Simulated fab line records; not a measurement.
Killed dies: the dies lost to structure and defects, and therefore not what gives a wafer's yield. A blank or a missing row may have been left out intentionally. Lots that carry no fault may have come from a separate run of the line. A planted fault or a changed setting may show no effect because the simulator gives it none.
Which of the tools did it?	flow gf180mcu	24 lots with 72 wafers sampled at 4 steps, on a route of 602 steps

== WHAT THE GAUGES SHOWED, per wafer ==
GF_V3_BOW_MEAS_05.
lot	measured	on	V3_BOW (um)
L074	day 21 03:08	film metro-04	117 114 128
L075	day 21 08:44	film metro-04	120 108 116
L076	day 21 22:06	film metro-03	115 109 107
L077	day 22 03:35	film metro-03	108 111 112
L078	day 22 23:53	film metro-02	131 118 116
L079	day 23 01:46	film metro-04	109 114 116
L080	day 23 11:08	film metro-03	137 118 135
L081	day 23 23:53	film metro-04	128 117 118
L082	day 24 21:25	film metro-02	118 127 114
L083	day 25 05:29	film metro-03	130 121 119
L084	day 25 08:25	film metro-02	128 131 134
L085	day 25 21:52	film metro-02	111 117 111
L086	day 26 02:13	film metro-03	114 113 121
L087	day 26 08:10	film metro-02	111 121 133
L089	day 26 13:32	film metro-02	119 107 115
L088	day 26 19:27	film metro-02	115 123 118
L090	day 26 23:56	film metro-03	120 120 118
L092	day 27 12:53	film metro-04	107 111 121
L091	day 27 13:21	film metro-03	123 127 117
L093	day 28 03:46	film metro-04	96 117 112
L094	day 28 06:47	film metro-02	90 100 96
L095	day 28 09:16	film metro-03	109 111 103
L096	day 28 16:28	film metro-02	114 119 100
L097	day 28 22:45	film metro-04	120 106 118

GF_V4_BOW_MEAS_05.
lot	measured	on	V4_BOW (um)
L074	day 23 05:04	film metro-01	137 133 148
L075	day 23 09:31	film metro-01	145 132 141
L076	day 23 23:38	film metro-04	125 119 116
L077	day 24 05:16	film metro-02	124 128 129
L078	day 24 23:32	film metro-01	150 138 136
L079	day 25 02:19	film metro-04	132 135 138
L080	day 25 10:08	film metro-04	151 132 147
L081	day 25 22:23	film metro-01	145 133 136
L082	day 26 18:07	film metro-01	141 152 139
L083	day 27 02:28	film metro-02	150 141 137
L084	day 27 05:02	film metro-01	153 156 159
L085	day 27 17:46	film metro-02	130 137 130
L086	day 27 22:07	film metro-02	138 137 145
L087	day 28 03:28	film metro-02	136 146 157
L089	day 28 07:50	film metro-04	141 128 136
L088	day 28 13:43	film metro-01	135 145 139
L090	day 28 19:50	film metro-04	130 130 130
L092	day 29 05:58	film metro-04	130 133 145
L091	day 29 07:32	film metro-01	141 144 135
L093	day 29 20:59	film metro-01	121 143 135
L094	day 29 22:33	film metro-02	115 124 120
L095	day 30 02:16	film metro-02	120 124 115
L096	day 30 09:02	film metro-04	133 139 120
L097	day 30 15:05	film metro-01	136 124 134

== TOOL THAT RAN EACH LOT (tool first, then ch and the chambers of the sampled wafers, then the start) ==
lot	GF_V2_CVD_02	GF_M3_SPUTTER_04
L074	pecvd-01 ch 0,2, day 18 22:56	pvd sputter-02, day 20 01:12
L075	pecvd-04 ch 0,2, day 19 05:08	pvd sputter-04, day 20 07:07
L076	pecvd-04 ch 1,2, day 19 18:43	pvd sputter-04, day 20 20:47
L077	pecvd-01 ch 1,2, day 20 00:50	pvd sputter-01, day 21 02:52
L078	pecvd-04 ch 1,2, day 20 22:04	pvd sputter-01, day 21 23:41
L079	pecvd-02 ch 1,2, day 20 22:46	pvd sputter-02, day 22 00:53
L080	pecvd-02 ch 0,1,2, day 21 09:10	pvd sputter-02, day 22 10:29
L081	pecvd-02 ch 0,1, day 21 22:35	pvd sputter-04, day 22 23:44
L082	pecvd-01 ch 1,2, day 22 20:31	pvd sputter-04, day 23 21:40
L083	pecvd-02 ch 0,2, day 23 05:28	pvd sputter-04, day 24 06:19
L084	pecvd-02 ch 0,1,2, day 23 08:33	pvd sputter-01, day 24 09:14
L085	pecvd-02 ch 1,2, day 23 22:51	pvd sputter-02, day 24 22:43
L086	pecvd-02 ch 0,1,2, day 24 02:42	pvd sputter-02, day 25 03:07
L087	pecvd-01 ch 0,2, day 24 09:32	pvd sputter-02, day 25 09:10
L089	pecvd-02 ch 0,1,2, day 24 14:38	pvd sputter-02, day 25 15:28
L088	pecvd-04 ch 0,2, day 24 21:40	pvd sputter-04, day 25 21:26
L090	pecvd-02 ch 0,1,2, day 25 02:11	pvd sputter-01, day 26 01:48
L092	pecvd-02 ch 0,1,2, day 25 14:15	pvd sputter-02, day 26 14:16
L091	pecvd-02 ch 0,1,2, day 25 16:15	pvd sputter-02, day 26 15:44
L093	pecvd-02 ch 1,2, day 26 08:37	pvd sputter-01, day 27 06:56
L094	pecvd-04 ch 0,2, day 26 10:30	pvd sputter-01, day 27 08:40
L095	pecvd-01 ch 0,1, day 26 13:10	pvd sputter-04, day 27 12:40
L096	pecvd-02 ch 0,1,2, day 26 21:14	pvd sputter-01, day 27 19:26
L097	pecvd-01 ch 0,2, day 27 03:27	pvd sputter-02, day 28 01:54
- GF_V2_CVD_02: deposits SiO2 from TEOS, target thk 850 nm, time 94.851 s.
- GF_M3_SPUTTER_04: material TiN, target thk 50 nm, time 41.7 s.

== AS READ BY THE TOOLS THEMSELVES (means over the sampled wafers that have a number; for cases with no such wafer, the mark the record gives instead) ==
GF_V2_CVD_02.
lot	tool	heater power w (W)
L074	pecvd-01	679
L075	pecvd-04	789
L076	pecvd-04	681
L077	pecvd-01	735
L078	pecvd-04	747
L079	pecvd-02	694
L080	pecvd-02	657
L081	pecvd-02	615
L082	pecvd-01	650
L083	pecvd-02	764
L084	pecvd-02	632
L085	pecvd-02	712
L086	pecvd-02	660
L087	pecvd-01	638
L089	pecvd-02	680
L088	pecvd-04	742
L090	pecvd-02	726
L092	pecvd-02	705
L091	pecvd-02	658
L093	pecvd-02	707
L094	pecvd-04	735
L095	pecvd-01	576
L096	pecvd-02	716
L097	pecvd-01	660

GF_M3_SPUTTER_04.
lot	tool	throttle valve pct (%)
L074	pvd sputter-02	29.1
L075	pvd sputter-04	30.1
L076	pvd sputter-04	30.2
L077	pvd sputter-01	29.1
L078	pvd sputter-01	28.8
L079	pvd sputter-02	29.6
L080	pvd sputter-02	29.9
L081	pvd sputter-04	30.7
L082	pvd sputter-04	30.8
L083	pvd sputter-04	29.5
L084	pvd sputter-01	29.5
L085	pvd sputter-02	28.9
L086	pvd sputter-02	29.2
L087	pvd sputter-02	30.0
L089	pvd sputter-02	29.7
L088	pvd sputter-04	30.9
L090	pvd sputter-01	29.9
L092	pvd sputter-02	29.6
L091	pvd sputter-02	28.9
L093	pvd sputter-01	29.1
L094	pvd sputter-01	28.5
L095	pvd sputter-04	30.5
L096	pvd sputter-01	28.9
L097	pvd sputter-02	28.9

== THE ANSWER, worked out from the rows above alone ==
Rule: usual is defined by the lots themselves. The widest of any qualifying gaps counts: lots, ordered by their means at a reading, are off when they make up no more than a third of the lots, leave a main group of 4 or more, and stand apart from it by 3 or more times the standard deviation of that group's means. If all means in a main group match to the digits the tables above print for the reading, that group is not used. Also off: a lot with no number at a reading for which 4 or more lots have one. Any other lot the step has rows for is counted as sound. The gauges are gone through in route order, then the tools' own readings, and for those a lot's mean is taken as printed above. The first step at which some lot is off is used, and at that step the reading that is off furthest; a lot without a number counts as furthest.
Across all readings shown, no lot is off: no conclusion can be drawn from this.

== WHAT WAS PUT IN BY THE SIMULATOR ==
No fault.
